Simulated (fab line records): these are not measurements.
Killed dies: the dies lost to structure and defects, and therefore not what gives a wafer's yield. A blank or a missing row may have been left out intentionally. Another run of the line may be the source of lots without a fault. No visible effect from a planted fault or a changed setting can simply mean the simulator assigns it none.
Comparing a struck lot with a sound one	flow sky130	18 out of 708 route steps
Sound: these wafers, L461.1, L461.3, L461.4. Struck: wafer L468.6 (left out: L468.1, L468.3 of the same lot, which were not struck); the cause appears at the end.
Each step with rows lists, per side, the tool, then ch with its chambers, then its first start. Under that, the readings that differ: sound wafers	struck wafers	difference of the means	sigmas: that difference in standard deviations of wafers without a fault.
alike: readings with means less than 2 such deviations apart, plus words and numbers identical on both sides. not compared: withheld readings, readings lacking a value on some wafer, bounds such as >300 that could conceal the same value, and numbers that have no deviation in the record and whose values overlap.
The two part at a step that has a row with sigmas, a row that says differs or no value, or rows on one side only. Numbers that don't overlap but have no deviation are shown without sigmas and don't part them. A reading that every wafer of one side lacks parts them only if that side has two wafers or more.

first, 3 steps without rows for these wafers: SKY_VIA2_EXPOSE_09 (exposes mask VIM2, target cd 200 nm); SKY_VIA2_PEB_10; SKY_VIA2_DEVELOP_11 (develop time 60 s).
SKY_VIA2_CD_MEAS_12: target cd 200 nm.
  sound on cdSem-02, day 37 18:50; struck on cdSem-01, day 39 18:32
  alike: cdNm
SKY_VIA2_OVL_MEAS_13:
  sound on overlay-02, day 37 18:57; struck on overlay-01, day 39 18:39
  alike: VIA2_OVL
SKY_VIA2_ETCH_14: etches BARC in N2/H2, stops on SiO2, time 45.9 s, target depth 60 nm.
  sound on rieDiel-04 ch 1,2,3, day 37 18:59; struck on rieDiel-03 ch 2, day 39 18:41
  alike: drypumpMotorCurrentA, oesProductAu, throttleValvePct
  not compared: rfHoursCounterH
SKY_VIA2_ETCH_15: etches SiO2 in C4F8/O2/Ar, stops on TiN, target depth 546 nm, time 84 s.
  sound on rieDiel-04 ch 1,2,3, day 37 19:02; struck on rieDiel-03 ch 2, day 39 18:44
  alike: oesProductAu
  not compared: rfHoursCounterH
SKY_VIA2_STRIP_16: strips in O2/N2.
  sound on plasmaAsher-04 ch 0,1, day 37 19:05; struck on plasmaAsher-04 ch 1, day 39 18:47
  alike: drypumpMotorCurrentA, oesProductAu, stripTimeToEndpointS
  not compared: rfHoursCounterH
then, 3 steps without rows for these wafers: SKY_VIA2_STRIP_17 (strips in post etch residue remover, time 1200 s); SKY_VIA2_CLEAN_18 (cleans in IPA, time 180 s); SKY_VIA2_CLEAN_19 (cleans in O3/DIW).
SKY_VIA2_SPUTTER_20: material TiN, target thk 20 nm, time 80 s.
  sound on pvdSputter-04, day 37 19:41; struck on pvdSputter-04, day 39 19:23
  alike: throttleValvePct
SKY_VIA2_CVD_21: deposits W, target thk 420 nm, time 126.4 s.
  sound on cvdW-01 ch 0,1, day 37 19:45; struck on cvdW-01 ch 0, day 39 19:27
reading	sound	struck	difference	sigmas
model.W_of_VIA2_CVD_21.thkNm (nm)	419.9 413.2 418.1	701.2	+284.1	
  alike: heaterPowerOuterW, heaterPowerW
SKY_VIA2_RS_MEAS_22: measurement is done with a four-point probe.
  sound on filmMetro-01, day 37 19:53; struck on filmMetro-01, day 39 19:35
reading	sound	struck	difference	sigmas
VIA2_W_RS (ohm/sq)	0.2728 0.2772 0.2742	0.1631	-0.1116	-41
SKY_VIA2_THK_MEAS_23: measures by xrf.
  sound on filmMetro-01, day 37 20:00; struck on filmMetro-01, day 39 19:42
  not compared: VIA2_W_THK
SKY_VIA2_CMP_24: polishes, stops on SiO2, t overpolish 20 s, target thk 0 nm.
  sound on cmp-02 ch 0,1,3, day 37 20:04; struck on cmp-01 ch 1, day 39 19:46
reading	sound	struck	difference	sigmas
timeToEndpointS (s)	97 98 94	165	+69	+15
  alike: edgeZonePressureFrac, motorCurrentA
SKY_METAL3_SPUTTER_00: material Ti, target thk 15 nm, time 10 s.
  sound on pvdSputter-02, day 37 20:22; struck on pvdSputter-01, day 39 20:04
  alike: throttleValvePct
-- the record jumps here: 9 days lie between the struck wafers' starts before and after (it left off in module METAL3 and takes up again in module PAD_OPEN, whose first step shown is number 708 of the route) --
SKY_PAD_OPEN_PROBE_99:
  sound on prober-01, day 46 22:30; struck on prober-02, day 48 13:22
reading	sound	struck	difference	sigmas
killedAtOther	0 0 0	2	+2	+3
  alike: defectLimitedYield, killed_at_M0_to_M3, killed_at_M4_up, killedAtContacts, killedAtFrontEnd, killedDies, killedOpen, killedShort, sort_bin_3_pad_short, sort_bin_5_function, sort_bin_6_memory, sortNPass, sortYieldPct

WHERE THEY PART
Last at SKY_PAD_OPEN_PROBE_99 as far as this record goes, first at SKY_VIA2_RS_MEAS_22.

WHY: the cause the simulator had injected
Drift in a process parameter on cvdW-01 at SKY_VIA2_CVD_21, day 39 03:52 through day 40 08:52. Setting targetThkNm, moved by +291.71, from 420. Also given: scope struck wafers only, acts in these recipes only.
